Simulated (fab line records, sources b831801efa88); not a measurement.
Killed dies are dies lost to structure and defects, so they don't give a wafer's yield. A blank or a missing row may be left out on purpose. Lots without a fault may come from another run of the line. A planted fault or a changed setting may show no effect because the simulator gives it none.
fab line records | flow sky130
record lots=13 wafers=39 last_day=50
route steps=708 shown SD_N@349 CONTACT@408
lots that met no fault: from a run of the same line without faults
start_h: hours from the record's first day to the start of the lot's first wafer shown | wait_h: hours since the lot's step before | " the same as in the row above | L1.1+2: a row that stands for several wafers | - no value, or no start given | * or withheld: withheld | < > ~ a bound
route shown NAME@n: a module of which the file shows steps, and the number in the route of the first | usual: mean/standard deviation of fault-free wafers | same: alike in all rows | chamber/n: place in a boat | sites: the reading at each site | _std_site: their standard deviation | _edge_site: outer sites' mean less inner sites' | radius_mm: how far each site lies from the wafer's centre | mask NAME#n: copy n | behind: the tool/chamber that last shaped the wafer | hold: why the lot was held/for how many hours/how that ended | device: the transistor (n, p or np) that didn't switch | end of line: the same wafers' tests at the end of the route | a step without rows: its recipe alone | killed: dies lost to structure and defects at the first sort, not the wafer's yield | map: a wafer's dies, x killed, . not, _ none there
set.NAME: the setting as run; set.NAME@STEP: as run at that earlier step | model.NAME: the simulator's own value behind a step, which no gauge read
steps of the route over a sample of lots; a table a step, a row a wafer
services: from which hour (start_h, from the record's first day; less than 0 if before it) a tool's chamber was out of use, for how many hours, and why
## steps
# step SKY_SD_N_CD_MEAS_07
# recipe target_cd_nm=380
# usual cd_nm=379.7/2
# columns lot.wafer tool chamber start_h wait_h cd_nm
L477.1 cd_sem-01 - 646.41 0.1 379.1
L477.2 " - " " 379.2
L477.3 " - " " 377.9
L478.1 cd_sem-01 - 653.67 0.1 378.8
L478.2 " - " " 376.4
L478.6 " - " " 377.8
L480.2 cd_sem-02 - 670.94 0.1 380.6
L480.3 " - " " 380.6
L480.4 " - " " 381.5
L479.3 cd_sem-02 - 671.26 0.1 378.9
L479.4 " - " " 380.0
L479.5 " - " " 381.6
L481.1 cd_sem-01 - 688.23 0.2 380.2
L481.3 " - " " 380.5
L481.6 " - " " 381.7
L482.3 cd_sem-01 - 696.10 0.1 377.0
L482.4 " - " " 378.4
L482.6 " - " " 376.0
L485.4 cd_sem-01 - 708.43 0.1 375.1
L485.5 " - " " 379.3
L485.6 " - " " 379.6
L488.1 cd_sem-02 - 742.99 0.1 380.9
L488.4 " - " " 378.3
L488.6 " - " " 378.7
L489.2 cd_sem-02 - 750.64 0.1 385.3
L489.3 " - " " 383.2
L489.4 " - " " 384.4
L493.1 cd_sem-02 - 773.57 0.1 380.7
L493.2 " - " " 380.3
L493.5 " - " " 379.5
L494.3 cd_sem-01 - 777.51 0.1 379.3
L494.5 " - " " 381.9
L494.6 " - " " 379.5
L498.1 cd_sem-02 - 812.84 0.1 380.3
L498.3 " - " " 380.4
L498.6 " - " " 377.5
L500.1 cd_sem-01 - 822.59 0.1 381.6
L500.3 " - " " 380.8
L500.6 " - " " 382.0
# step SKY_CONTACT_HDPCVD_02
# recipe material=SiO2 target_thk_nm=565 sigma_open_frac=0.3 time_s=94.2 temp_c=600 sih4_flow_sccm=60 pressure_mtorr=6
# usual susceptor_temp_C=600.00/0.28
# columns lot.wafer tool chamber start_h wait_h susceptor_temp_C
L477.1 hdpcvd-01 0 707.92 0.1 600.11
L477.2 " 1 " " 600.04
L477.3 " 2 " " 600.41
L478.1 hdpcvd-01 2 714.09 0.1 599.98
L478.2 " 0 " " 599.96
L478.6 " 2 " " 600.20
L480.2 hdpcvd-02 1 731.72 0.0 600.44
L480.3 " 0 " " 599.89
L480.4 " 1 " " 600.36
L479.3 hdpcvd-01 0 732.11 0.0 600.01
L479.4 " 1 " " 600.05
L479.5 " 2 " " 599.70
L481.1 hdpcvd-02 2 748.93 0.1 599.80
L481.3 " 0 " " 599.60
L481.6 " 2 " " 600.05
L482.3 hdpcvd-02 0 755.34 0.0 600.07
L482.4 " 0 " " 599.73
L482.6 " 2 " " 599.87
L485.4 hdpcvd-01 0 767.97 0.1 600.33
L485.5 " 2 " " 600.49
L485.6 " 1 " " 600.08
L488.1 hdpcvd-01 2 800.28 0.1 600.51
L488.4 " 2 " " 600.23
L488.6 " 1 " " 599.81
L489.2 hdpcvd-02 1 807.95 0.0 600.44
L489.3 " 0 " " 600.09
L489.4 " 1 " " 600.17
L493.1 hdpcvd-02 1 830.34 0.1 599.64
L493.2 " 2 " " 600.55
L493.5 " 0 " " 600.08
L494.3 hdpcvd-02 2 833.88 0.0 599.81
L494.5 " 0 " " 600.40
L494.6 " 1 " " 600.10
L498.1 hdpcvd-02 0 869.54 0.1 600.21
L498.3 " 1 " " 600.24
L498.6 " 0 " " 599.84
L500.1 hdpcvd-01 1 880.00 0.1 599.90
L500.3 " 2 " " 600.00
L500.6 " 0 " " 599.52
# step SKY_CONTACT_THK_MEAS_03
# recipe reads=SiO2_of_CONTACT_HDPCVD_02
# usual CONTACT_HDPCVD_THK=564/8
# columns lot.wafer tool chamber start_h wait_h hold CONTACT_HDPCVD_THK[nm]
L477.1 film_metro-03 - 707.99 0.0 - 563
L477.2 " - " " - 564
L477.3 " - " " - 577
L478.1 film_metro-03 - 714.16 0.0 - 559
L478.2 " - " " - 562
L478.6 " - " " - 569
L480.2 film_metro-02 - 731.80 0.0 - 569
L480.3 " - " " - 552
L480.4 " - " " - 559
L479.3 film_metro-01 - 732.20 0.1 - 552
L479.4 " - " " - 558
L479.5 " - " " - 562
L481.1 film_metro-02 - 749.00 0.0 - 579
L481.3 " - " " - 564
L481.6 " - " " - 570
L482.3 film_metro-03 - 755.43 0.1 - 562
L482.4 " - " " - 561
L482.6 " - " " - 557
L485.4 film_metro-01 - 768.03 0.0 - 560
L485.5 " - " " - 562
L485.6 " - " " - 555
L488.1 film_metro-01 - 800.35 0.0 await_dispo/0.2h/release 366
L488.4 " - " " await_dispo/0.2h/release 367
L488.6 " - " " await_dispo/0.2h/release 541
L488.1 film_metro-01 - 800.58 0.2 - 365
L488.4 " - " " - 367
L488.6 " - " " - 541
L489.2 film_metro-01 - 808.03 0.0 - 569
L489.3 " - " " - 570
L489.4 " - " " - 563
L493.1 film_metro-03 - 830.41 0.0 - 575
L493.2 " - " " - 572
L493.5 " - " " - 569
L494.3 film_metro-02 - 833.97 0.1 - 572
L494.5 " - " " - 574
L494.6 " - " " - 568
L498.1 film_metro-02 - 869.61 0.0 - 565
L498.3 " - " " - 562
L498.6 " - " " - 563
L500.1 film_metro-03 - 880.07 0.0 - 550
L500.3 " - " " - 556
L500.6 " - " " - 554
# step SKY_CONTACT_CMP_04
# recipe material=SiO2 down_force_psi=4 platen_rpm=60 pad_velocity_m_s=0.94248
# usual motor_current_A=12.2/1 time_to_endpoint_s=80/4.5
# columns lot.wafer tool chamber start_h wait_h hold motor_current_A time_to_endpoint_s
L477.1 cmp-01 3 708.05 0.1 - 12.1 78
L477.2 " 1 " " - 12.8 74
L477.3 " 2 " " - 12.9 85
L478.2 cmp-01 0 714.27 0.1 - 11.9 79
L478.1 " 2 " " - 12.2 78
L478.6 " 0 " " - 12.3 83
L480.2 cmp-01 3 731.85 0.0 - 12.4 80
L480.4 " 0 " " - 11.5 80
L480.3 " 2 " " - 13.4 79
L479.4 cmp-01 0 732.29 0.1 - 12.5 74
L479.3 " 1 " " - 12.8 65
L479.5 " 3 " " - 12.7 74
L481.3 cmp-02 2 749.11 0.1 - 13.5 84
L481.1 " 0 " " - 12.1 84
L481.6 " 2 " " - 13.4 91
L482.4 cmp-02 2 755.47 0.0 - 14.2 81
L482.3 " 3 " " - 12.7 79
L482.6 " 2 " " - 13.1 82
L485.4 cmp-02 2 768.11 0.1 - 13.8 77
L485.5 " 1 " " - 10.4 77
L485.6 " 2 " " - 13.8 71
L488.4 cmp-01 2 802.83 2.2 await_dispo/1.9h/release 12.4 9
L488.1 " 3 " " await_dispo/1.9h/release 12.8 7
L488.6 " 1 " " await_dispo/1.9h/release 12.9 68
L489.2 cmp-02 1 808.08 0.0 - 10.4 88
L489.4 " 3 " " - 11.6 79
L489.3 " 0 " " - 11.9 80
L493.1 cmp-02 0 830.47 0.1 - 12.3 80
L493.2 " 1 " " - 10.3 83
L493.5 " 0 " " - 12.3 77
L494.3 cmp-02 1 834.16 0.2 - 10.8 86
L494.5 " 2 " " - 13.9 87
L494.6 " 3 " " - 11.5 84
L498.3 cmp-01 2 869.67 0.0 - 13.7 82
L498.1 " 1 " " - 12.7 73
L498.6 " 3 " " - 11.8 81
L500.1 cmp-02 1 880.23 0.1 - 9.6 77
L500.3 " 2 " " - 13.1 76
L500.6 " 3 " " - 11.8 77
# step SKY_CONTACT_ETCH_18
# recipe target=Si3N4 chemistry=CHF3/O2 stop_on=TiN source_w=600 bias_w=200 pressure_mtorr=40 chf3_flow_sccm=50 O2_flow_sccm=5 time_s=39 target_depth_a=750
# usual O2_flow_sccm=5.001/0.015 drypump_motor_current_A=5.6/0.53 oes_product_au=0.853/0.0078 rf_fwd_power_W=593.4/2.7 throttle_valve_pct=8.793/0.009
# columns lot.wafer tool chamber start_h wait_h O2_flow_sccm drypump_motor_current_A oes_product_au rf_fwd_power_W rf_hours_counter_h throttle_valve_pct
L477.1 rie_diel-02 0 - - 4.985 6.3 0.836 590.2 11 8.800
L477.2 " 1 " " 4.967 5.3 0.854 590.5 6 8.798
L477.3 " 2 " " 4.991 5.9 0.847 594.2 46 8.781
L478.1 rie_diel-04 1 - - 5.007 6.3 0.856 593.2 6 8.802
L478.2 " 2 " " 5.007 5.4 0.855 588.3 16 8.796
L478.6 " 2 " " 5.012 5.4 0.859 588.8 - 8.777
L480.2 rie_diel-02 1 - - 5.011 5.3 0.853 588.6 7 8.790
L480.3 " 0 " " 5.010 6.3 0.853 594.5 12 8.782
L480.4 " 2 " " 5.021 5.9 0.863 595.2 - 8.794
L479.3 rie_diel-03 1 - - 5.014 6.2 0.854 596.9 14 8.803
L479.4 " 0 " " 5.030 5.2 0.867 597.7 - 8.785
L479.5 " 3 " " 5.019 4.7 0.870 593.7 - 8.809
L481.1 rie_diel-02 0 - - 4.985 6.3 0.859 593.7 12 8.785
L481.3 " 3 " " 5.001 5.3 0.852 596.0 5 8.793
L481.6 " 3 " " 4.999 5.3 0.862 595.7 - 8.800
L482.3 rie_diel-04 1 - - 5.011 6.3 0.845 591.2 8 8.802
L482.4 " 3 " " 5.000 5.8 0.861 597.7 31 8.799
L482.6 " 0 " " 5.028 5.9 0.863 593.1 - 8.808
L485.4 rie_diel-03 2 - - 5.001 4.8 0.855 592.3 24 8.803
L485.5 " 2 " " 4.982 4.8 0.853 591.8 - 8.805
L485.6 " 1 " " 4.991 6.2 0.839 592.9 - 8.795
L488.1 rie_diel-03 1 - - 4.994 6.2 0.845 596.4 16 8.788
L488.4 " 0 " " 4.974 5.2 0.868 595.8 4 8.788
L488.6 " 2 " " 4.998 4.8 0.856 592.0 - 8.796
L489.2 rie_diel-03 2 - - 5.017 4.9 0.850 591.3 25 8.783
L489.3 " 1 " " 5.008 6.2 0.859 596.6 17 8.794
L489.4 " 3 " " 5.020 4.7 0.855 593.9 13 8.790
L493.1 rie_diel-02 2 - - 5.011 5.9 0.846 594.1 2 8.779
L493.2 " 0 " " 5.002 6.3 0.856 594.6 16 8.790
L493.5 " 0 " " 4.994 6.3 0.849 593.7 - 8.789
L494.3 rie_diel-02 2 - - 4.990 5.9 0.833 592.8 2 8.786
L494.5 " 1 " " 4.980 5.3 0.851 588.9 - 8.792
L494.6 " 0 " " 5.017 6.3 0.856 592.5 - 8.790
L498.1 rie_diel-02 0 - - 4.965 6.3 0.848 592.3 17 8.792
L498.3 " 3 " " 4.996 5.3 0.846 594.7 9 8.786
L498.6 " 0 " " 4.992 6.3 0.857 591.1 - 8.790
L500.1 rie_diel-03 3 - - 5.001 4.7 0.852 591.3 16 8.789
L500.3 " 0 " " 5.014 5.2 0.854 595.2 7 8.801
L500.6 " 1 " " 5.004 6.2 0.855 597.2 - 8.796
# step SKY_CONTACT_SPUTTER_23
# recipe material=TiN target_thk_nm=20 chamber_pressure_pa=5 power_w=4000 time_s=80
# usual throttle_valve_pct=30.0/0.93
# columns lot.wafer tool chamber start_h wait_h throttle_valve_pct
L477.1 pvd_sputter-02 - 737.42 0.0 29.3
L477.2 " - " " 28.8
L477.3 " - " " 30.0
L478.1 pvd_sputter-04 - 743.41 0.0 30.0
L478.2 " - " " 31.1
L478.6 " - " " 31.0
L479.3 pvd_sputter-01 - 760.58 0.0 28.8
L479.4 " - " " 30.7
L479.5 " - " " 30.1
L480.2 pvd_sputter-02 - 760.65 0.0 29.4
L480.3 " - " " 28.6
L480.4 " - " " 29.8
L481.1 pvd_sputter-02 - 777.22 0.0 28.9
L481.3 " - " " 29.2
L481.6 " - " " 30.2
L482.3 pvd_sputter-01 - 784.42 0.0 30.0
L482.4 " - " " 29.2
L482.6 " - " " 29.1
L485.4 pvd_sputter-04 - 796.59 0.0 29.9
L485.5 " - " " 30.8
L485.6 " - " " 31.2
L488.1 pvd_sputter-01 - 828.11 0.0 30.2
L488.4 " - " " 30.7
L488.6 " - " " 28.5
L489.2 pvd_sputter-04 - 836.01 0.0 30.8
L489.3 " - " " 30.0
L489.4 " - " " 31.1
L493.1 pvd_sputter-04 - 858.40 0.0 30.7
L493.2 " - " " 30.1
L493.5 " - " " 31.2
L494.3 pvd_sputter-02 - 860.82 0.0 29.9
L494.5 " - " " 28.7
L494.6 " - " " 28.9
L498.1 pvd_sputter-04 - 896.99 0.0 30.9
L498.3 " - " " 30.8
L498.6 " - " " 30.8
L500.1 pvd_sputter-04 - 906.56 0.0 31.2
L500.3 " - " " 30.1
L500.6 " - " " 30.8
## services
# columns tool chamber start_h hours kind
rie_diel-02 - 684.31 0.2 repair
rie_diel-02 3 688.11 4.3 repair
hdpcvd-02 - 698.44 0.6 repair
cmp-01 - 704.61 3.4 pm
cmp-02 - 736.67 6.9 pm
rie_diel-02 3 740.71 34.0 repair
rie_diel-03 2 740.72 3.3 repair
cmp-02 - 744.06 4.0 pm
rie_diel-02 1 745.64 4.6 repair
rie_diel-02 0 745.66 7.8 repair
cmp-02 - 749.93 3.9 repair
pvd_sputter-04 - 753.22 3.7 repair
rie_diel-03 2 755.14 17.2 repair
hdpcvd-02 - 764.37 5.5 pm
rie_diel-03 1 781.05 2.6 repair
pvd_sputter-02 - 781.91 27.5 repair
hdpcvd-01 - 819.83 14.6 pm
cmp-01 - 822.69 1.9 repair
rie_diel-02 1 824.85 2.2 repair
cmp-01 - 873.27 15.6 repair
hdpcvd-01 - 887.43 13.7 repair
cmp-02 - 888.95 2.2 repair
hdpcvd-02 - 898.26 0.7 repair
hdpcvd-01 - 901.18 6.0 pm
## key
first_sign step=SKY_CONTACT_THK_MEAS_03 reading=visit direction=added
effect step=SKY_CONTACT_THK_MEAS_03 reading=CONTACT_HDPCVD_THK direction=down sigmas=25 usual=564 struck=367
effect step=SKY_CONTACT_CMP_04 reading=time_to_endpoint_s direction=down sigmas=16 usual=* struck=*
met_at SKY_CONTACT_HDPCVD_02
struck_lots L488
struck_wafers L488.1,L488.4
sort_left_out L488.1,L488.4
tester_left_out L488
not_acting_at SKY_SD_N_CD_MEAS_07,SKY_CONTACT_ETCH_18,SKY_CONTACT_SPUTTER_23
onset_between 767.97 800.28
fault kind=process_parameter_drift tool=hdpcvd-01 chamber=2 onset_h=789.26 steps=SKY_CONTACT_HDPCVD_02 channel=target_thk_nm offset=-186.42 shape=step end_h=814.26 acts_in=these_recipes_only stated=565
# tester_left_out: of these lots the tester's yield and bins aren't shown, on N5 and GAA mostly nor the transistor test; their killed dies are dies lost to structure and defects alone, not to doping, threshold or leakage, so they don't give the yield
# sort_left_out: the simulated sort isn't trusted on such a fault, so these wafers' sort isn't shown, and their yield isn't known
